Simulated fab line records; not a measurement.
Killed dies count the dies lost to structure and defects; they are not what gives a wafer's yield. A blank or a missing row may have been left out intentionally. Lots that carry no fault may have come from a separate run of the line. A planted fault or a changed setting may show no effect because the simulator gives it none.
Matching of chambers || flow sky130 || SKY_PASSIVATION_ETCH_11 on rie_diel-03: 4 sister chambers
The step etches the open film in CF4/O2, stops on AlCu, target depth 725 nm, time 161.1 s. 18 wafers are shown with their chamber, then 9 later ones without.

## WAFERS PAIRED WITH THEIR CHAMBERS
{"wafer": "L075.1", "chamber": 0, "drypump_motor_current_A (A)": 5.7, "throttle_valve_pct (%)": 5.966, "O2_flow_sccm (sccm)": 10.036}
{"wafer": "L075.4", "chamber": 2, "drypump_motor_current_A (A)": 5.3, "throttle_valve_pct (%)": 5.976, "O2_flow_sccm (sccm)": 10.003}
{"wafer": "L075.5", "chamber": 2, "drypump_motor_current_A (A)": 5.4, "throttle_valve_pct (%)": 5.980, "O2_flow_sccm (sccm)": 10.002}
{"wafer": "L077.1", "chamber": 1, "drypump_motor_current_A (A)": 5.5, "throttle_valve_pct (%)": 5.967, "O2_flow_sccm (sccm)": 9.960}
{"wafer": "L077.4", "chamber": 0, "drypump_motor_current_A (A)": 5.8, "throttle_valve_pct (%)": 5.953, "O2_flow_sccm (sccm)": 10.002}
{"wafer": "L077.5", "chamber": 0, "drypump_motor_current_A (A)": 5.8, "throttle_valve_pct (%)": 5.965, "O2_flow_sccm (sccm)": 9.961}
{"wafer": "L080.1", "chamber": 0, "drypump_motor_current_A (A)": 5.8, "throttle_valve_pct (%)": 5.977, "O2_flow_sccm (sccm)": 9.989}
{"wafer": "L080.2", "chamber": 3, "drypump_motor_current_A (A)": 5.3, "throttle_valve_pct (%)": 5.958, "O2_flow_sccm (sccm)": 9.997}
{"wafer": "L080.4", "chamber": 1, "drypump_motor_current_A (A)": 5.5, "throttle_valve_pct (%)": 5.956, "O2_flow_sccm (sccm)": 9.903}
{"wafer": "L081.3", "chamber": 1, "drypump_motor_current_A (A)": 5.5, "throttle_valve_pct (%)": 5.985, "O2_flow_sccm (sccm)": 10.031}
{"wafer": "L081.5", "chamber": 3, "drypump_motor_current_A (A)": 5.3, "throttle_valve_pct (%)": 5.952, "O2_flow_sccm (sccm)": 9.982}
{"wafer": "L081.6", "chamber": 0, "drypump_motor_current_A (A)": 5.8, "throttle_valve_pct (%)": 5.948, "O2_flow_sccm (sccm)": 9.989}
{"wafer": "L083.1", "chamber": 3, "drypump_motor_current_A (A)": 5.3, "throttle_valve_pct (%)": 5.980, "O2_flow_sccm (sccm)": 10.030}
{"wafer": "L083.2", "chamber": 1, "drypump_motor_current_A (A)": 5.5, "throttle_valve_pct (%)": 5.968, "O2_flow_sccm (sccm)": 9.992}
{"wafer": "L083.4", "chamber": 2, "drypump_motor_current_A (A)": 5.4, "throttle_valve_pct (%)": 5.974, "O2_flow_sccm (sccm)": 9.995}
{"wafer": "L085.2", "chamber": 1, "drypump_motor_current_A (A)": 5.5, "throttle_valve_pct (%)": 5.962, "O2_flow_sccm (sccm)": 10.026}
{"wafer": "L085.3", "chamber": 2, "drypump_motor_current_A (A)": 5.3, "throttle_valve_pct (%)": 5.955, "O2_flow_sccm (sccm)": 9.927}
{"wafer": "L085.5", "chamber": 0, "drypump_motor_current_A (A)": 5.8, "throttle_valve_pct (%)": 5.949, "O2_flow_sccm (sccm)": 9.995}

SIGNATURES (means of the wafers above)
{"reading": "drypump_motor_current_A", "chamber 0": 5.783, "chamber 1": 5.500, "chamber 2": 5.350, "chamber 3": 5.300, "scatter within a chamber": 0.0362}
{"reading": "throttle_valve_pct", "chamber 0": 5.95967, "chamber 1": 5.96760, "chamber 2": 5.97125, "chamber 3": 5.96333, "scatter within a chamber": 0.0118}
{"reading": "O2_flow_sccm", "chamber 0": 9.99533, "chamber 1": 9.98240, "chamber 2": 9.98175, "chamber 3": 10.00300, "scatter within a chamber": 0.0372}
Rule: for each reading, subtract the chamber's mean from the wafer's reading, divide by that reading's scatter and square the result; add these up over the readings and take the root, which gives the wafer's distance from the chamber. The wafer belongs to the nearest chamber; if the next one is less than 2 further off, it can't be placed. The scatter: the root of (the sum of the squares of (reading less its chamber's mean) over the shown wafers, divided by (wafers less chambers)).

## WAFERS MISSING THEIR CHAMBER
{"wafer": "L087.1", "drypump_motor_current_A (A)": 5.6, "throttle_valve_pct (%)": 5.979, "O2_flow_sccm (sccm)": 9.997}
{"wafer": "L087.4", "drypump_motor_current_A (A)": 5.3, "throttle_valve_pct (%)": 5.960, "O2_flow_sccm (sccm)": 9.988}
{"wafer": "L087.5", "drypump_motor_current_A (A)": 5.8, "throttle_valve_pct (%)": 5.961, "O2_flow_sccm (sccm)": 10.003}
{"wafer": "L095.2", "drypump_motor_current_A (A)": 5.5, "throttle_valve_pct (%)": 5.953, "O2_flow_sccm (sccm)": 9.993}
{"wafer": "L095.3", "drypump_motor_current_A (A)": 5.3, "throttle_valve_pct (%)": 5.944, "O2_flow_sccm (sccm)": 9.983}
{"wafer": "L095.4", "drypump_motor_current_A (A)": 5.5, "throttle_valve_pct (%)": 5.975, "O2_flow_sccm (sccm)": 9.986}
{"wafer": "L097.2", "drypump_motor_current_A (A)": 5.5, "throttle_valve_pct (%)": 5.950, "O2_flow_sccm (sccm)": 10.004}
{"wafer": "L097.4", "drypump_motor_current_A (A)": 5.8, "throttle_valve_pct (%)": 5.972, "O2_flow_sccm (sccm)": 9.978}
{"wafer": "L097.6", "drypump_motor_current_A (A)": 5.5, "throttle_valve_pct (%)": 5.958, "O2_flow_sccm (sccm)": 9.989}

## WHICH CHAMBER EACH ONE RAN IN
{"wafer": "L087.1", "from the rows above": 1, "in truth": 1}
{"wafer": "L087.4", "from the rows above": "can't be placed: 3 or 2", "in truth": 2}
{"wafer": "L087.5", "from the rows above": 0, "in truth": 0}
{"wafer": "L095.2", "from the rows above": 1, "in truth": 1}
{"wafer": "L095.3", "from the rows above": "can't be placed: 3 or 2", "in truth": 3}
{"wafer": "L095.4", "from the rows above": 1, "in truth": 1}
{"wafer": "L097.2", "from the rows above": 1, "in truth": 1}
{"wafer": "L097.4", "from the rows above": 0, "in truth": 0}
{"wafer": "L097.6", "from the rows above": 1, "in truth": 1}
Correctly placed: 7 of 9. Unplaceable from these rows: 2, with the true chamber sitting among the candidates in 2. Number placed wrongly: 0.
